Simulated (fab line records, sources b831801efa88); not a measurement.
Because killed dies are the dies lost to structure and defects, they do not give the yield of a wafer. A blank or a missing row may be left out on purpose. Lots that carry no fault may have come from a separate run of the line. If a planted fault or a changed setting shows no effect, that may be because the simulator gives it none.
A lot that was struck, set against a sound lot | flow sky130 | 28 out of 708 route steps
Sound: the wafers L973.2, L973.3, L973.4. Struck: wafer L991.6 (L991.4, L991.5, from the same lot, were not struck and are left out); the cause is given at the end.
Order at every step that has rows: each side's tool, ch and its chambers, its first start. Under that, the readings that differ: sound wafers | struck wafers | difference of the means | sigmas: that difference in standard deviations of wafers without a fault.
alike: words and numbers the same on both sides, and readings whose means are apart by under 2 such deviations; not compared: readings that were withheld, readings missing a value for some wafer, numbers with overlapping values and no deviation given by the record, and bounds like >300 which may hide the same value.
A row with sigmas, a row that says differs or no value, or rows on one side alone: a step with any of these is where the two part. Non-overlapping numbers with no deviation appear without sigmas and do not part them. A reading that every wafer of one side lacks parts them only if that side has two wafers or more.

first, 5 steps without rows for these wafers: SKY_VIA4_ETCH_12 (etches SiO2 in C4F8/O2/Ar, stops on TiN, target depth 580 nm); SKY_VIA4_STRIP_13 (strips in O2/N2); SKY_VIA4_STRIP_14 (strips in post etch residue remover, time 1200 s); SKY_VIA4_CLEAN_15 (cleans in IPA, time 180 s); SKY_VIA4_CLEAN_16 (cleans in O3/DIW).
SKY_VIA4_SPUTTER_17: material TiN, target thk 20 nm, time 80 s.
  sound on pvd sputter-04, day 43 16:45; struck on pvd sputter-01, day 48 06:32
  reading                | sound          | struck | difference | sigmas
  throttle valve pct (%) | 29.7 27.7 30.1 | 32.7   | +3.5       | +3
  alike: cathode dc power W, chamber pressure pa
then, 1 step without rows for these wafers: SKY_VIA4_CVD_18 (deposits W, target thk 505 nm, time 152.14 s).
SKY_VIA4_RS_MEAS_19: measurement is done with a four-point probe.
  sound on film metro-01, day 43 16:59; struck on film metro-02, day 48 06:49
  alike: VIA4_W_RS
SKY_VIA4_THK_MEAS_20: measures by xrf.
  sound on film metro-01, day 43 17:06; struck on film metro-02, day 48 06:54
  alike: VIA4_W_THK
then, 2 steps without rows for these wafers: SKY_VIA4_CMP_21 (polishes, stops on SiO2, t overpolish 25 s, target thk 0 nm); SKY_METAL5_SPUTTER_00 (material Ti, target thk 15 nm, time 10 s).
SKY_METAL5_SPUTTER_01: material TiN, target thk 20 nm, time 16.7 s.
  sound on pvd sputter-03, day 43 17:28; struck on pvd sputter-02, day 48 07:17
  alike: cathode dc power W, chamber pressure pa, throttle valve pct
SKY_METAL5_SPUTTER_02: material AlCu, target thk 1150 nm, time 61.2 s.
  sound on pvd sputter-03, day 43 17:30; struck on pvd sputter-02, day 48 07:18
  reading                                     | sound                | struck | difference | sigmas
  chamber pressure pa (Pa)                    | 0.4010 0.3987 0.4006 | 0.4548 | +0.0547    | +73
  model.AlCu_of_METAL5_SPUTTER_02.thk nm (nm) | 1136 1140 1134       | 1112   | -25        |
  alike: cathode dc power W, throttle valve pct
SKY_METAL5_SPUTTER_03: material Ti, target thk 5 nm, time 3.3 s.
  sound on pvd sputter-03, day 43 17:33; struck on pvd sputter-02, day 48 07:21
  alike: cathode dc power W, chamber pressure pa, throttle valve pct
SKY_METAL5_SPUTTER_04: material TiN, target thk 70 nm, time 58.3 s.
  sound on pvd sputter-03, day 43 17:34; struck on pvd sputter-02, day 48 07:22
  alike: cathode dc power W, chamber pressure pa, throttle valve pct
SKY_METAL5_RS_MEAS_05: measurement is done with a four-point probe.
  sound on film metro-01, day 43 17:38; struck on film metro-04, day 48 07:29
  reading                 | sound                   | struck  | difference | sigmas
  METAL5_ALCU_RS (ohm/sq) | 0.02742 0.02733 0.02741 | 0.02821 | +0.00082   | +3
SKY_METAL5_THK_MEAS_06: measures by xrf.
  sound on film metro-01, day 43 17:44; struck on film metro-04, day 48 07:34
  alike: METAL5_ALCU_THK
then, 8 steps without rows for these wafers: SKY_METAL5_DEHYDRATE_07 (time 60 s); SKY_METAL5_HMDS_08 (prime time 60 s); SKY_METAL5_COAT_09 (resist thk 1800 nm); SKY_METAL5_SOFTBAKE_10 (time 60 s); SKY_METAL5_EXPOSE_11 (exposes mask MM5, target cd 1600 nm); SKY_METAL5_PEB_12; SKY_METAL5_DEVELOP_13 (develop time 60 s); SKY_METAL5_DESCUM_14 (chemistry O2, time 11 s).
SKY_METAL5_METAL_ETCH_15: etches the open film in Cl2/BCl3, stops on SiO2, target depth 1260 nm, time 252 s.
  sound on rie metal-04 ch 0,1, day 44 16:13; struck on rie metal-04 ch 1, day 49 02:05
  reading                            | sound             | struck | difference | sigmas
  oes product au (a.u.)              | 0.895 0.905 0.902 | 0.883  | -0.018     | -3
  model.METAL5.feature depth nm (nm) | 1266 1270 1265    | 1242   | -25        |
  model.etch.depth nm (nm)           | 1266 1270 1265    | 1242   | -25        |
  alike: bias w, drypump motor current A, throttle valve pct
  not compared: rf hours counter h
SKY_METAL5_STRIP_16: strips in O2/N2.
  sound on plasma asher-01 ch 0,1, day 44 16:26; struck on plasma asher-01 ch 1, day 49 02:17
  reading               | sound             | struck | difference | sigmas
  oes product au (a.u.) | 0.710 0.717 0.711 | 0.722  | +0.009     | +2
  alike: drypump motor current A, strip time to endpoint s
  not compared: rf hours counter h
SKY_PAD_OPEN_PROBE_99:
  sound on prober-02, day 46 14:10; struck on prober-02, day 50 14:14
  reading                      | sound                   | struck  | difference | sigmas
  model.etest.met5.rs ohm sq   | 0.02718 0.02755 0.02724 | 0.02805 | +0.00073   |
  model.etest.met5.line ohm um | 0.01699 0.0173 0.01702  | 0.01749 | +0.00039   |
  alike: defect limited yield, killed_at_M0_to_M3, killed_at_M4_up, killed at contacts, killed at front end, killed at other, killed dies, killed open, killed short, sort_bin_3_pad_short, sort_bin_5_function, sort_bin_6_memory, sort n pass, sort yield pct

## WHERE THEY PART
Earliest at SKY_VIA4_SPUTTER_17; latest, in this record, at SKY_METAL5_STRIP_16. Later steps at which nothing parts them and some readings are alike: SKY_PAD_OPEN_PROBE_99.

WHY: what had been put in by the simulator
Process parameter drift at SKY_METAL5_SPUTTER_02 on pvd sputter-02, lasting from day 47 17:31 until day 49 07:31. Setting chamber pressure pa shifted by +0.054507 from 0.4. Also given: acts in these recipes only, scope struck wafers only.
